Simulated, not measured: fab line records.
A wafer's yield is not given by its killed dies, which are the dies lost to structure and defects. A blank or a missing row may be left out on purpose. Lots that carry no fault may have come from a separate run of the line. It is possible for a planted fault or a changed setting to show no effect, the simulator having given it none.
Problem report in the 8D (eight disciplines) form, filled by code -- flow sky130 -- the parts of the form that need people (team, actions taken, sign-off) are left out

## 1. THE ISSUE
VT_ADJUST_LVTN_OVL at SKY_VT_ADJUST_LVTN_OVL_MEAS_07 reads a mean of 320.1 nm on 12 wafers of 4 lots; wafers without a fault read 0.3 nm with a standard deviation of 1.5. That is +99 or more standard deviations from the usual mean.
Earliest sighting: wafer L665.1 on overlay-02 at day 8 13:38. The record has a number at this step for 36 wafers belonging to 12 lots. Rule for "out" (also "out of limits"): further than 4 standard deviations from the usual mean. The rest of the wafers with a number are treated as sound.

## 2. WHAT IT IS, WHAT IT ISN'T
question,is,is not
which readings at this step,VT_ADJUST_LVTN_OVL,-
which lots,"L665, L666, L667, L668","L660, L661, L662, L674, L675, L676, L678, L679"
which wafers of those lots,all that have a number,-
read on which gauges,"overlay-01, overlay-02",-
when,from day 8 13:38,"up to then (9 sound wafers); but 15 sound wafers of L674, L675, L676, L678, L679 came after"

## 3. THE SUSPECTS, EACH WITH WHAT RULES IT OUT
Counting: any tool at a process step up to the reading is kept as a suspect provided that every lot that is out went through it and no sound lot did after the first of them.
- the gauge at SKY_VT_ADJUST_LVTN_OVL_MEAS_07 has been ruled out. The wafers that are out were read on 2 gauges (overlay-01, overlay-02).
- ilineStepper-02 at SKY_VT_ADJUST_LVTN_EXPOSE_04 (exposes mask NWM COMPLEMENT LESS NATIVE, target cd 840 nm): kept. All lots that are out passed through it, beginning with L665 at day 8 03:37, and no sound lot followed; its final sound lot before that point was L661 at day 7 12:55.
The count leaves ilineStepper-02 at SKY_VT_ADJUST_LVTN_EXPOSE_04.

## 4. THE CAUSE (what the simulator had put in)
Scanner matching overlay: ilineStepper-02, from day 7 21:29 on, at SKY_VT_ADJUST_LVTN_EXPOSE_04. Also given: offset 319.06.
Counting left only this tool.

## 5. THE EFFECT CHAIN, in route order
Rows list readings where the struck wafers' mean (over those with a number) sits beyond 3 standard deviations from the usual. Readings are gone through only where the record gives a usual standard deviation; hours: the median, over the lots, of the time from a lot's start at the first step in this table giving one to that lot's start at this step; sigmas: the change measured in usual standard deviations.
hours,step,reading,usual,on struck wafers,change,sigmas
0,SKY_VT_ADJUST_LVTN_OVL_MEAS_07,VT_ADJUST_LVTN_OVL,0.3 nm,320.1,+319.8,+99 or more
935,SKY_PAD_OPEN_PROBE_99,killedAtFrontEnd,16,404,+388,+92
935,SKY_PAD_OPEN_PROBE_99,killedDies,87,478,+391,+42
935,SKY_PAD_OPEN_PROBE_99,killedOnRim,17,94,+77,+20
The process steps in it:
- SKY_PAD_OPEN_PROBE_99
At these later measuring or inspecting steps, every struck wafer for which the step has a row has a number for every such reading, and none has moved that far: SKY_VT_ADJUST_LVTN_TW_MEAS_21.

## 6. WHAT WOULD HAVE CAUGHT IT SOONER
Counted from the fault's start at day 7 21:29, it took 16 hours until the first out-of-limits reading at a measuring or inspecting step in this record, taken at day 8 13:38.
Tool readings at SKY_VT_ADJUST_LVTN_EXPOSE_04 with a usual standard deviation given in the record: none out on any struck wafer, hence no alarm at a limit of 4 standard deviations on them.
L666, L667, L668, from the lots that are out (4), started SKY_VT_ADJUST_LVTN_EXPOSE_04 on ilineStepper-02 later than day 8 13:38. A hold on the tool at that time would have spared those 3.
